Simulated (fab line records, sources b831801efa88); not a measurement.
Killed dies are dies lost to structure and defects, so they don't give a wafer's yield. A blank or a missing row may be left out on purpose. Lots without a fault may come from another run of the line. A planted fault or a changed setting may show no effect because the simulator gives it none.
One fault seen from 2 desks | flow gf180mcu | each desk has only its own numbers; what lay behind them comes last

THE TOOL OWNER'S DESK: litho_track-04
The tool's own readings at GF_V2_SOFTBAKE_10 (time 60 s): means of the sampled wafers that have a number, for each lot that ran on this tool. A lot is out of limits, marked OUT, if its mean lies more than 4 standard deviations from the usual mean; the brackets give that distance.
Columns: A = heater_power_total_W at GF_V2_SOFTBAKE_10, usual 93.05 W; B = run_length_s at GF_V2_SOFTBAKE_10, usual 89.27 s
lot  | first seen here | A     | B
L996 | day 19 17:00    | 93.05 | 89.12
L998 | day 20 15:00    | 93.02 | 89.32
L100 | day 21 10:00    | 93.10 | 89.27
L103 | day 22 07:00    | 93.01 | 89.19
L110 | day 24 20:00    | 93.01 | 92.15 (+21) OUT
L112 | day 25 14:00    | 93.09 | 92.03 (+20) OUT
This desk's finding: out of limits on L110, L112; first on L110, day 24 20:00 (run_length_s at GF_V2_SOFTBAKE_10). In limits: L996, L998, L100, L103.

THE METROLOGY DESK
What the gauges read, lot by lot, whatever tool the lot ran on: means of the sampled wafers that have a number. A lot is out of limits, marked OUT, if its mean lies more than 4 standard deviations from the usual mean; the brackets give that distance.
Columns: A = cd_nm at GF_V2_CD_MEAS_14, usual 260.1 nm
lot  | first seen here | A
L996 | day 20 05:35    | 257.7
L997 | day 20 15:34    | 262.9
L998 | day 21 03:29    | 259.6
L100 | day 21 23:10    | 261.2
L102 | day 22 15:07    | 260.9
L103 | day 22 19:30    | 258.8
L110 | day 25 07:37    | 261.6
L111 | day 25 18:55    | 259.4
L112 | day 26 00:49    | 259.5
L114 | day 26 11:45    | 260.0
L115 | day 26 19:21    | 261.5
L116 | day 27 02:21    | 259.5
L118 | day 27 16:53    | 261.6
This desk's finding: nothing out of limits on any of the 13 lots.

PUT TOGETHER
The tool owner's desk could have raised an alarm at day 24 20:00, on L110, L112.
The metrology desk saw nothing out of limits.
The metrology desk has L110, L112 on record, within its limits.
Of the lots named, all ran GF_V2_SOFTBAKE_10 on litho_track-04.

WHAT THE SIMULATOR HAD PUT IN
Process parameter drift: litho_track-04, from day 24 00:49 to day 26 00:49, at GF_V2_SOFTBAKE_10. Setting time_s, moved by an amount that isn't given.
Lots struck among those shown: L110, L112.
Hours from the fault's start to each desk's first reading out of limits: the tool owner's desk, 19.
